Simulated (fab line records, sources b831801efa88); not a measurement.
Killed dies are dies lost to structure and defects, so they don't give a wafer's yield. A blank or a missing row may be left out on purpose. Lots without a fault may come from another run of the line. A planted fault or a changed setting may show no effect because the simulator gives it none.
Tool commonality check | flow sky130 | 11 lots, 33 wafers sampled

WHY IT WAS OPENED
At SKY_VIA1_THK_MEAS_01 the reading VIA1_HDPCVD_THK is flagged on 2 of 11 lots. Wafers without a fault read 1026 nm, standard deviation 11.
Rule: a lot is flagged when every wafer of it that has a number lies more than 4 standard deviations from that mean, or none has a number. The other lots count as sound.

lot  | measured     | on            | VIA1_HDPCVD_THK (nm), wafer by wafer | flag
L430 | day 35 01:05 | film_metro-03 | 1006 1013 1004                       |
L432 | day 35 06:28 | film_metro-01 | 1036 1025 1036                       |
L431 | day 35 18:05 | film_metro-02 | 1023 1005 1034                       |
L433 | day 36 03:02 | film_metro-03 | 1038 1036 1034                       |
L435 | day 36 16:21 | film_metro-02 | 1026 1010 1021                       |
L440 | day 37 20:46 | film_metro-02 | 1019 1033 1038                       |
L437 | day 37 21:16 | film_metro-03 | 1012 1023 1023                       |
L438 | day 37 21:37 | film_metro-02 | 782 783 783                          | FLAGGED
L442 | day 37 22:24 | film_metro-03 | 767 781 761                          | FLAGGED
L439 | day 38 01:28 | film_metro-02 | 1025 1035 1026                       |
L448 | day 39 14:54 | film_metro-03 | 1009 1020 1022                       |
The numbers of the flagged lots are 776 nm on average: -250 nm against the usual, or -23 standard deviations.

WHICH TOOL RAN EACH LOT
The record holds 2 process steps before the reading, out of a route of 708 steps. In each cell: the tool, then ch and the chambers that the sampled wafers went through, then the start.
lot  | flag    | SKY_VT_ADJUST_HVTR_STRIP_10          | SKY_VIA1_HDPCVD_00
L430 |         | plasma_asher-04 ch 0,1, day 11 10:00 | hdpcvd-01 ch 1,2, day 35 00:58
L432 |         | plasma_asher-04 ch 0,1, day 12 01:27 | hdpcvd-02 ch 0,2, day 35 06:22
L431 |         | plasma_asher-03 ch 1, day 12 02:03   | hdpcvd-02 ch 0,2, day 35 17:58
L433 |         | plasma_asher-03 ch 1, day 12 14:21   | hdpcvd-02 ch 0,2, day 36 02:55
L435 |         | plasma_asher-01 ch 0,1, day 13 01:48 | hdpcvd-02 ch 0,1,2, day 36 16:14
L440 |         | plasma_asher-03 ch 0,1, day 13 12:33 | hdpcvd-02 ch 0,1,2, day 37 20:40
L437 |         | plasma_asher-04 ch 0,1, day 13 06:14 | hdpcvd-01 ch 0,2, day 37 21:07
L438 | FLAGGED | plasma_asher-04 ch 0,1, day 13 09:44 | hdpcvd-02 ch 1,2, day 37 21:28
L442 | FLAGGED | plasma_asher-03 ch 0,1, day 14 01:35 | hdpcvd-02 ch 0,2, day 37 22:16
L439 |         | plasma_asher-04 ch 0,1, day 13 13:48 | hdpcvd-01 ch 0,1, day 38 01:21
L448 |         | plasma_asher-03 ch 0,1, day 15 22:09 | hdpcvd-01 ch 1,2, day 39 14:47
What these steps do:
- SKY_VT_ADJUST_HVTR_STRIP_10: strips in O2/N2.
- SKY_VIA1_HDPCVD_00: deposits SiO2, target thk 1030 nm, time 171.7 s.
- SKY_VIA1_THK_MEAS_01

FLAGGED OVER TOTAL, TOOL BY TOOL (the gauges that took the reading come last)
step                        | tool            | lots run | flagged | share of the flagged lots | sound lots run after its first flagged lot
SKY_VT_ADJUST_HVTR_STRIP_10 | plasma_asher-01 | 1        | 0       | none                      | -
SKY_VT_ADJUST_HVTR_STRIP_10 | plasma_asher-03 | 5        | 1       | some                      | 1 (L448)
SKY_VT_ADJUST_HVTR_STRIP_10 | plasma_asher-04 | 5        | 1       | some                      | 1 (L439)
SKY_VIA1_HDPCVD_00          | hdpcvd-01       | 4        | 0       | none                      | -
SKY_VIA1_HDPCVD_00          | hdpcvd-02       | 7        | 2       | all                       | 0
SKY_VIA1_THK_MEAS_01        | film_metro-01   | 1        | 0       | none                      | -
SKY_VIA1_THK_MEAS_01        | film_metro-02   | 5        | 1       | some                      | 1 (L439)
SKY_VIA1_THK_MEAS_01        | film_metro-03   | 5        | 1       | some                      | 1 (L448)

WHAT THE TABLE ALLOWS
1 row of the table ran every flagged lot: hdpcvd-02 at SKY_VIA1_HDPCVD_00.
- hdpcvd-02 at SKY_VIA1_HDPCVD_00: 2 of its 7 lots flagged. Its last sound lot is L440 (day 37 20:40), its first flagged lot L438 (day 37 21:28): a fault that began between those two fits. Its own readings lie more than 4 standard deviations out on every wafer of the flagged lots: run_length_s.
One tool is left: hdpcvd-02 at SKY_VIA1_HDPCVD_00.

WHAT THE SIMULATOR HAD PUT IN
Process parameter drift: hdpcvd-02, from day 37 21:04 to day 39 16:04, at SKY_VIA1_HDPCVD_00. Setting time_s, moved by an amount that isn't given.
Lots struck among those shown: L438, L442. The rule above found the same.
